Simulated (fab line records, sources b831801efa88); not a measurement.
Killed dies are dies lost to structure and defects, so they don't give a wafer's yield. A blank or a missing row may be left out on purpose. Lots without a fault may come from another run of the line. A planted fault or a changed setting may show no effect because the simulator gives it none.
Which tool did it? | flow sfq_line | 14 lots, 42 wafers sampled, at 1 step of a route of 325

WHAT THE GAUGES READ, wafer by wafer
The record holds no reading of a measuring or inspecting step that can be judged against a usual standard deviation.

WHICH TOOL RAN EACH LOT (tool, then ch and the chambers of the sampled wafers, then the start)
lot  | SFQ_TRILAYER_I2_VIA_LITHO_PEB_070
L972 | litho_track-04 ch 0, day 30 05:00
L973 | litho_track-03 ch 0, day 30 16:55
L974 | litho_track-03 ch 0, day 33 09:53
L975 | litho_track-04 ch 0, day 33 13:29
L979 | litho_track-02 ch 0, day 39 12:16
L981 | litho_track-02, day 40 10:13
L982 | litho_track-03, day 41 04:13
L985 | litho_track-03 ch 0, day 42 01:49
L988 | litho_track-04 ch 0, day 43 07:59
L989 | litho_track-03 ch 0, day 43 13:58
L990 | litho_track-03 ch 0, day 43 22:29
L992 | litho_track-03 ch 0, day 44 14:05
L994 | litho_track-04 ch 0, day 45 11:43
L995 | litho_track-03 ch 0, day 45 18:53
- SFQ_TRILAYER_I2_VIA_LITHO_PEB_070: peb time 60 s.

WHAT THE TOOLS THEMSELVES READ (means of the sampled wafers that have a number; where no wafer has one, the mark that the record gives instead)
SFQ_TRILAYER_I2_VIA_LITHO_PEB_070.
lot  | tool           | chill_plate_temp_C (C) | exhaust_pa (Pa)
L972 | litho_track-04 | 22.96                  | 46.4
L973 | litho_track-03 | 23.01                  | 45.4
L974 | litho_track-03 | 23.07                  | 45.7
L975 | litho_track-04 | 22.99                  | 44.8
L979 | litho_track-02 | 23.06                  | 44.4
L981 | litho_track-02 | -                      | -
L982 | litho_track-03 | -                      | -
L985 | litho_track-03 | 22.89                  | 46.4
L988 | litho_track-04 | 23.02                  | 45.8
L989 | litho_track-03 | 23.03                  | 45.5
L990 | litho_track-03 | 22.95                  | 45.6
L992 | litho_track-03 | 23.05                  | 45.1
L994 | litho_track-04 | 22.87                  | 44.8
L995 | litho_track-03 | 22.94                  | 45.0

THE ANSWER, worked out from the rows above alone
Rule: what is usual is taken from the lots themselves. Put in order of their means at a reading, lots are off if they are a third of the lots or fewer, leave a main group of 4 or more, and stand apart from it by a gap of 3 or more times the standard deviation of the main group's means; of several such gaps the widest counts. A main group whose means are all the same, to the digits that the tables above print for the reading, isn't used. A lot without any number at a reading at which 4 lots or more have one is off too. The other lots that the step has rows for count as sound. The gauges are gone through in route order, then the tools' own readings, and for those a lot's mean is taken as printed above. The first step at which some lot is off is used, and at that step the reading that is off furthest; a lot without a number counts as furthest.
Off: L981, L982, at SFQ_TRILAYER_I2_VIA_LITHO_PEB_070 (chill_plate_temp_C). Without a number there: L981, L982. The main group: mean 22.99 C, standard deviation 0.063.
A tool fits if, at that step or a process step before it, it ran every lot that is off, and no sound lot after the first of them. None of those tried fits.

WHAT THE SIMULATOR HAD PUT IN
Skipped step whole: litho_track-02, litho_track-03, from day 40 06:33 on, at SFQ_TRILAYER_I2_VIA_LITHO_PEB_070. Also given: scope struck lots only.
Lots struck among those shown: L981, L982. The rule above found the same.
